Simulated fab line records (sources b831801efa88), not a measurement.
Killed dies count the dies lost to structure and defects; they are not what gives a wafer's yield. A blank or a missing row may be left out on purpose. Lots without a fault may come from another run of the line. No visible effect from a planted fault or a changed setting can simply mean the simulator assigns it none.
Which tool was responsible? / flow gf180mcu / 11 lots, 33 wafers sampled, at 3 steps of a route of 602

== WHAT EACH GAUGE READ, for each wafer ==
GF_V3_RS_MEAS_24: a four-point-probe measurement.
lot=L884; measured=day 22 10:16; on=film-metro-02; V3_W_RS (ohm/sq)=0.323 0.323 0.323
lot=L885; measured=day 22 19:02; on=film-metro-04; V3_W_RS (ohm/sq)=0.329 0.328 0.324
lot=L887; measured=day 23 06:04; on=film-metro-02; V3_W_RS (ohm/sq)=0.329 0.327 0.325
lot=L890; measured=day 24 12:41; on=film-metro-04; V3_W_RS (ohm/sq)=0.327 0.326 0.331
lot=L893; measured=day 25 21:30; on=film-metro-04; V3_W_RS (ohm/sq)=0.294 0.293 0.291
lot=L894; measured=day 26 06:16; on=film-metro-04; V3_W_RS (ohm/sq)=0.290 0.289 0.290
lot=L895; measured=day 26 08:36; on=film-metro-03; V3_W_RS (ohm/sq)=0.323 0.328 0.324
lot=L903; measured=day 28 15:50; on=film-metro-04; V3_W_RS (ohm/sq)=0.332 0.333 0.333
lot=L904; measured=day 29 01:21; on=film-metro-02; V3_W_RS (ohm/sq)=0.330 0.331 0.328
lot=L906; measured=day 29 14:38; on=film-metro-03; V3_W_RS (ohm/sq)=0.329 0.329 0.331
lot=L907; measured=day 29 22:45; on=film-metro-03; V3_W_RS (ohm/sq)=0.326 0.321 0.329

== EACH LOT AND THE TOOL THAT RAN IT (in order: tool; ch and the chambers of the sampled wafers; start) ==
lot=L884; GF_M2_SPUTTER_04=pvd-sputter-03, day 18 05:18; GF_V3_CVD_23=cvd-w-01 ch 0,1, day 22 10:09
lot=L885; GF_M2_SPUTTER_04=pvd-sputter-03, day 18 13:59; GF_V3_CVD_23=cvd-w-02 ch 0,1, day 22 18:56
lot=L887; GF_M2_SPUTTER_04=pvd-sputter-01, day 19 00:56; GF_V3_CVD_23=cvd-w-01 ch 0,1, day 23 05:57
lot=L890; GF_M2_SPUTTER_04=pvd-sputter-04, day 20 09:19; GF_V3_CVD_23=cvd-w-01 ch 0,1, day 24 12:33
lot=L893; GF_M2_SPUTTER_04=pvd-sputter-01, day 21 22:13; GF_V3_CVD_23=cvd-w-01 ch 0,1, day 25 21:22
lot=L894; GF_M2_SPUTTER_04=pvd-sputter-03, day 22 09:05; GF_V3_CVD_23=cvd-w-01 ch 1, day 26 06:08
lot=L895; GF_M2_SPUTTER_04=pvd-sputter-01, day 22 11:19; GF_V3_CVD_23=cvd-w-02 ch 0,1, day 26 08:28
lot=L903; GF_M2_SPUTTER_04=pvd-sputter-04, day 25 02:51; GF_V3_CVD_23=cvd-w-01 ch 0,1, day 28 15:44
lot=L904; GF_M2_SPUTTER_04=pvd-sputter-03, day 25 12:14; GF_V3_CVD_23=cvd-w-01 ch 0, day 29 01:14
lot=L906; GF_M2_SPUTTER_04=pvd-sputter-01, day 26 03:48; GF_V3_CVD_23=cvd-w-01 ch 0,1, day 29 14:30
lot=L907; GF_M2_SPUTTER_04=pvd-sputter-03, day 26 11:33; GF_V3_CVD_23=cvd-w-02 ch 0,1, day 29 22:38
- GF_M2_SPUTTER_04: material TiN, target thk 50 nm, time 41.7 s.
- GF_V3_CVD_23: deposits W, target thk 350 nm, time 104.9 s.

== THE ANSWER, worked out from the rows above alone ==
Rule: what is usual is taken from the lots themselves. Put in order of their means at a reading, lots are off if they are a third of the lots or fewer, leave a main group of 4 or more, and stand apart from it by a gap of 3 or more times the standard deviation of the main group's means; of several such gaps the widest counts. The tables above print the reading to a certain number of digits; a main group whose means all agree to those digits is not used. Also off: a lot with no number at a reading for which 4 or more lots have one. The other lots that the step has rows for count as sound.
Off: at GF_V3_RS_MEAS_24 (V3_W_RS), L893, L894. The main group: mean 0.327 ohm/sq, standard deviation 0.0027.
A tool fits if, at a process step before that reading, it ran every lot that is off, and no sound lot after the first of them. The gauges at GF_V3_RS_MEAS_24 are tried like those tools. Not one of the candidates tried fits.

== WHAT THE SIMULATOR PUT IN ==
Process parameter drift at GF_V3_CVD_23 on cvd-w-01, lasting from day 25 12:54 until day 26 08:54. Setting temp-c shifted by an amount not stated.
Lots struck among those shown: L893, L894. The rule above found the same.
